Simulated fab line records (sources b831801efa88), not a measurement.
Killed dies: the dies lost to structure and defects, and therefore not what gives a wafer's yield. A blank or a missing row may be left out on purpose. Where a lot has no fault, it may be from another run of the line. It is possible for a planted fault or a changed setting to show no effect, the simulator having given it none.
A lot that was struck, set against a sound lot | flow sky130 | 17 out of 708 route steps
Sound: the wafers L429.3, L429.5, L429.6. Struck: wafers L437.2, L437.4, L437.5. The cause is named last.
For every step that has rows: the tool of each side, followed by ch and its chambers, followed by its first start. Under that, the readings that differ: sound wafers | struck wafers | difference of the means | sigmas: that difference in standard deviations of wafers without a fault.
alike: readings with means less than 2 such deviations apart, plus words and numbers identical on both sides. not compared: withheld readings, readings lacking a value on some wafer, bounds such as >300 that could conceal the same value, and numbers that have no deviation in the record and whose values overlap.
Wherever a step has rows on one side only, a row that says differs or no value, or a row with sigmas, the two part there. Numbers that don't overlap but have no deviation are shown without sigmas and don't part them. A reading missing from all wafers of one side parts the sides only when that side holds two or more wafers.

SKY_VT_ADJUST_HVTR_OVL_MEAS_08:
  sound on overlay-02 at day 10 07:10; struck on overlay-01 at day 12 16:08
  alike: VT_ADJUST_HVTR_OVL
next, for these wafers, 1 step has no rows: SKY_VT_ADJUST_HVTR_IMPLANT_09.
SKY_VT_ADJUST_HVTR_STRIP_10: strips in O2/N2.
  sound on plasma asher-02 ch 0,1, day 10 07:22; struck on plasma asher-04 ch 0,1, day 12 16:19
  reading                     | sound          | struck         | difference | sigmas
  drypump motor current A (A) | 5.71 5.37 5.71 | 5.22 5.19 5.19 | -0.40      | -2
  alike: oes product au, strip time to endpoint s
  not compared: rf hours counter h
SKY_VT_ADJUST_HVTR_TW_MEAS_11:
  sound on film metro-04 at day 10 07:28; struck on film metro-03 at day 12 16:25
  alike: VT_ADJUST_HVTR_TW
then, 7 steps without rows for these wafers: SKY_VT_ADJUST_PCH_DEHYDRATE_00 (time 60 s); SKY_VT_ADJUST_PCH_HMDS_01 (prime time 60 s); SKY_VT_ADJUST_PCH_COAT_02 (resist thk 3000 nm); SKY_VT_ADJUST_PCH_SOFTBAKE_03; SKY_VT_ADJUST_PCH_EXPOSE_04 (exposes mask NWM, target cd 840 nm); SKY_VT_ADJUST_PCH_PEB_05; SKY_VT_ADJUST_PCH_DEVELOP_06 (develop time 60 s).
SKY_VT_ADJUST_PCH_OVL_MEAS_07:
  sound on overlay-01 at day 11 06:43; struck on overlay-01 at day 13 17:53
  alike: VT_ADJUST_PCH_OVL
SKY_VT_ADJUST_PCH_IMPLANT_08:
  sound on implanter-02 ch 0, day 11 06:47; struck on implanter-01 ch 0, day 13 18:16
SKY_VT_ADJUST_PCH_STRIP_09: strips in O2/N2.
  sound on plasma asher-02 ch 0,1, day 11 06:56; struck on plasma asher-02 ch 0,1, day 13 18:23
  alike: drypump motor current A, oes product au, strip time to endpoint s
  not compared: rf hours counter h
SKY_VT_ADJUST_PCH_TW_MEAS_10:
  sound on film metro-03 at day 11 07:01; struck on film metro-03 at day 13 18:29
  reading          | sound             | struck            | difference | sigmas
  VT_ADJUST_PCH_TW | 142.8 143.8 143.6 | 173.1 172.2 171.8 | +29.0      | +34
then, 1 step without rows for these wafers: SKY_SONOS_TUNNEL_DEHYDRATE_00 (time 60 s).
-- here the record skips 35 days between the struck wafers' starts before and after, leaving off in module SONOS_TUNNEL and picking up in module PAD_OPEN (first step shown: number 708 of the route) --
SKY_PAD_OPEN_PROBE_99:
  sound on prober-02 at day 46 22:53; struck on prober-02 at day 48 12:38
  reading                                | sound                         | struck                       | difference | sigmas
  model.etest.nfet_16v.r on ohm um       | 1.418e+04 1.427e+04 1.424e+04 | 1.451e+04 1.45e+04 1.448e+04 | +2.667e+02 |
  model.etest.pfet g5v0d10v5.r on ohm um | 4779 4780 4746                | 4516 4492 4586               | -237       |
  model.etest.pfet g5v0d10v5.drive ua um | 340.2 338.7 342.3             | 362.5 365.6 360.4            | +22.4      |
  model.etest.pfet_01v8_lvt.drive ua um  | 174.7 175.9 176.2             | 191.5 190.3 189.1            | +14.7      |
  alike: killed_at_M0_to_M3, killed_at_M4_up, killed at contacts, killed at front end, killed at other, killed dies, killed open, killed short
  not compared: model.etest.tip p.rs ohm sq, model.etest.tip_p_5v.rs ohm sq, model.etest.pfet_01v8.drive ua um, model.etest.pfet_01v8_mvt.drive ua um

## WHERE THEY PART
Earliest at SKY_VT_ADJUST_HVTR_STRIP_10; latest, in this record, at SKY_VT_ADJUST_PCH_TW_MEAS_10. Later steps at which nothing parts them and some readings are alike: SKY_PAD_OPEN_PROBE_99.

WHY: what the simulator had put in
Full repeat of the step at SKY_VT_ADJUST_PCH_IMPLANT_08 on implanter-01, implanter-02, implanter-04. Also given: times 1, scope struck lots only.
